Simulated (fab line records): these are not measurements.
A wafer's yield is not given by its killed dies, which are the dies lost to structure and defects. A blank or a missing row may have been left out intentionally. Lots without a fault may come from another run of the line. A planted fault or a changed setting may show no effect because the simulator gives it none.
One fault seen from 2 desks :: flow sky130 :: each desk holds nothing but its own numbers, with what lay behind them at the end

## METROLOGY DESK
What the gauges read for every lot (on any tool): the sampled wafers with a number, averaged. Any lot whose mean is over 4 standard deviations away from the usual mean is out of limits and marked OUT; that distance is given in the brackets.
Columns: A = POLY_GATE_CVD_03_THK at SKY_POLY_GATE_THK_MEAS_04, usual 75.3 nm; B = LDD_HVP_TW at SKY_LDD_HVP_TW_MEAS_10, usual 451; C = POLY_CUT_OVL at SKY_POLY_CUT_OVL_MEAS_09, usual -1 nm
lot: L180
first seen here: day 14 18:22
A: 74.6
B: 447
C: -5

lot: L181
first seen here: day 15 08:08
A: 75.5
B: 463
C: -7

lot: L185
first seen here: day 16 18:26
A: 75.9
B: 442
C: -

lot: L186
first seen here: day 17 07:40
A: 74.6
B: 448
C: -

lot: L187
first seen here: day 17 15:34
A: 75.4
B: 462
C: -

lot: L190
first seen here: day 19 06:22
A: 75.6
B: 448
C: 0

lot: L193
first seen here: day 20 22:02
A: 75.6
B: 447
C: 7

lot: L194
first seen here: day 21 11:56
A: 74.6
B: 440
C: -3

lot: L195
first seen here: day 21 14:20
A: 75.0
B: 462
C: -2

lot: L196
first seen here: day 21 15:58
A: 75.7
B: 461
C: -8

lot: L197
first seen here: day 21 17:52
A: 75.3
B: 444
C: -9

lot: L198
first seen here: day 21 23:41
A: 74.9
B: 442
C: -3

lot: L199
first seen here: day 22 04:16
A: 75.4
B: 443
C: -4

lot: L202
first seen here: day 23 09:09
A: 77.0
B: 461
C: 9

lot: L203
first seen here: day 24 04:19
A: 74.7
B: 443
C: -3
Result from this desk: across the 15 lots, nothing is out of limits.

## FOR THE TOOL OWNER'S DESK: lpcvd-02
The tool's own readings at SKY_SPACER_CVD_00 (deposits Si3N4 from DCS/NH3, target thk 43.1 nm, time 740 s): means of the sampled wafers that have a number, for each lot that ran on this tool. Any lot whose mean is over 4 standard deviations away from the usual mean is out of limits and marked OUT; that distance is given in the brackets.
Columns: A = pressureMtorr at SKY_SPACER_CVD_00, usual 249.9 mTorr; B = spikeTcBottomC at SKY_SPACER_CVD_00, usual 788.8 C; C = zonePowerBottomPct at SKY_SPACER_CVD_00, usual 20.2 %; D = zonePowerCentrePct at SKY_SPACER_CVD_00, usual 12.72 %
lot: L180
first seen here: day 22 08:13
A: 249.9
B: 789.2
C: 21.3
D: 12.67

lot: L181
first seen here: day 23 01:14
A: 249.5
B: 787.5
C: 18.2
D: 12.92

lot: L190
first seen here: day 26 22:59
A: 249.9
B: 788.7
C: 21.3
D: 12.48

lot: L193
first seen here: day 28 11:40
A: 250.4
B: 788.8
C: 21.2
D: 12.60

lot: L194
first seen here: day 28 23:04
A: 249.1
B: 788.1
C: 18.3
D: 13.03

lot: L195
first seen here: day 29 03:25
A: 249.2
B: 789.1
C: 21.3
D: 12.55

lot: L196
first seen here: day 29 05:40
A: 249.9
B: 790.0
C: 21.4
D: 12.60

lot: L197
first seen here: day 29 07:56
A: 250.5
B: 788.5
C: 18.3
D: 12.84

lot: L198
first seen here: day 29 11:32
A: 250.2
B: 787.4
C: 18.2
D: 12.90

lot: L199
first seen here: day 29 16:16
A: 249.9
B: 789.0
C: 21.4
D: 12.62

lot: L202
first seen here: day 30 21:05
A: 250.0
B: 789.7
C: 21.3
D: 12.72

lot: L203
first seen here: day 31 13:50
A: 250.1
B: 788.1
C: 18.2
D: 12.93
Result from this desk: across the 12 lots, nothing is out of limits.

## TAKEN TOGETHER
Nothing out of limits was seen by the metrology desk.
The tool owner's desk saw nothing out of limits.

## WHAT THE SIMULATOR HAD INSERTED
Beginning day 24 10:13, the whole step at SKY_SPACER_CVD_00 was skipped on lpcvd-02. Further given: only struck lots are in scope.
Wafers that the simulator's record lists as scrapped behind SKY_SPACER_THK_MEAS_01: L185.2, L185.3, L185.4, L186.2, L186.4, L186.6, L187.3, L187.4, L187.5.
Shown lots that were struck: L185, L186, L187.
